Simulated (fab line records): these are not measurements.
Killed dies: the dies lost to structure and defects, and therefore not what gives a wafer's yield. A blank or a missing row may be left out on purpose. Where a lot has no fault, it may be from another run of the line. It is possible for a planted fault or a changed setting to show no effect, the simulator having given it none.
Matching of chambers + flow sky130 + SKY_VIA1_ETCH_15 on rie diel-04: 4 sister chambers
The step etches SiO2 in C4F8/O2/Ar, stops on TiN, target depth 351 nm, time 54 s. 4 wafers are shown with their chamber, then 10 later ones without.

## WAFERS, EACH WITH ITS CHAMBER
| wafer  | chamber | oes product au (a.u.) |
|--------|---------|-----------------------|
| L082.5 | 1       | 0.996                 |
| L082.6 | 3       | 0.982                 |
| L087.2 | 0       | 0.981                 |
| L087.4 | 2       | 0.990                 |

## WAFERS WHOSE CHAMBER IS MISSING
| wafer  | oes product au (a.u.) |
|--------|-----------------------|
| L087.6 | 0.982                 |
| L093.1 | 0.984                 |
| L093.2 | 0.979                 |
| L093.3 | 0.983                 |
| L093.4 | 0.991                 |
| L093.5 | 0.979                 |
| L093.6 | 0.986                 |
| L097.1 | 0.986                 |
| L097.4 | 0.992                 |
| L097.5 | 0.990                 |

## CHAMBER TAKEN BY EACH
| wafer  | from the rows above          | in truth |
|--------|------------------------------|----------|
| L087.6 | can't be placed: 3 or 0      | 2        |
| L093.1 | can't be placed: 3 or 0 or 2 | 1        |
| L093.2 | can't be placed: 0 or 3      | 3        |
| L093.3 | can't be placed: 3 or 0      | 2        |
| L093.4 | can't be placed: 2 or 1      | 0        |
| L093.5 | can't be placed: 0 or 3      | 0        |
| L093.6 | can't be placed: 2 or 3 or 0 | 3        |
| L097.1 | can't be placed: 2 or 3 or 0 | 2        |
| L097.4 | can't be placed: 2 or 1      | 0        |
| L097.5 | 2                            | 2        |
Correct placement for 1 of the 10. Can't be placed from these rows: 9 (the true chamber is among the candidates in 4). Number placed wrongly: 0.
How it was worked out, from the rows above alone: a wafer's distance from a chamber is the root of the sum, over the readings, of the square of ((its reading less the chamber's mean) divided by the reading's scatter). The wafer belongs to the nearest chamber; if the next one is less than 2 further off, it can't be placed. Each chamber's mean is taken over the wafers shown for it. The scatter: root of mean squared gap, hidden wafer to nearest shown wafer, with one shown wafer a chamber.
